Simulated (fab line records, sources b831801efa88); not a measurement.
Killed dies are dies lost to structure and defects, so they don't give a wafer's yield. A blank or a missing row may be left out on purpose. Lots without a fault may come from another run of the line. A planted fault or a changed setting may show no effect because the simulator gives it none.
Chamber matching | flow gf180mcu | GF_V3_CMP_04 on cmp-01: 4 sister chambers
The step polishes SiO2. 4 wafers are shown with their chamber, then 7 later ones without.

WAFERS WITH THEIR CHAMBER
wafer  | chamber | motor_current_A (A)
L284.2 | 2       | 11.6
L289.6 | 1       | 9.8
L290.4 | 0       | 10.0
L290.6 | 3       | 13.9

WAFERS WITHOUT THEIR CHAMBER
wafer  | motor_current_A (A)
L295.2 | 9.6
L295.3 | 9.9
L296.4 | 10.2
L296.6 | 10.3
L305.1 | 14.4
L305.2 | 12.1
L305.3 | 10.4

WHICH CHAMBER EACH WENT THROUGH
wafer  | from the rows above     | in truth
L295.2 | can't be placed: 1 or 0 | 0
L295.3 | can't be placed: 0 or 1 | 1
L296.4 | can't be placed: 0 or 1 | 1
L296.6 | can't be placed: 0 or 1 | 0
L305.1 | 3                       | 3
L305.2 | 2                       | 2
L305.3 | can't be placed: 0 or 1 | 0
Placed correctly: 2 of 7. Can't be placed from these rows: 5 (the true chamber is among the candidates in 5). Placed wrongly: 0.
How it was worked out, from the rows above alone: a wafer's distance from a chamber is the root of the sum, over the readings, of the square of ((its reading less the chamber's mean) divided by the reading's scatter). The wafer belongs to the nearest chamber; if the next one is less than 2 further off, it can't be placed. A chamber's mean is the mean of its shown wafers. The scatter: with one shown wafer a chamber, the root of the mean of the squares of how far each hidden wafer lies from its nearest shown one.
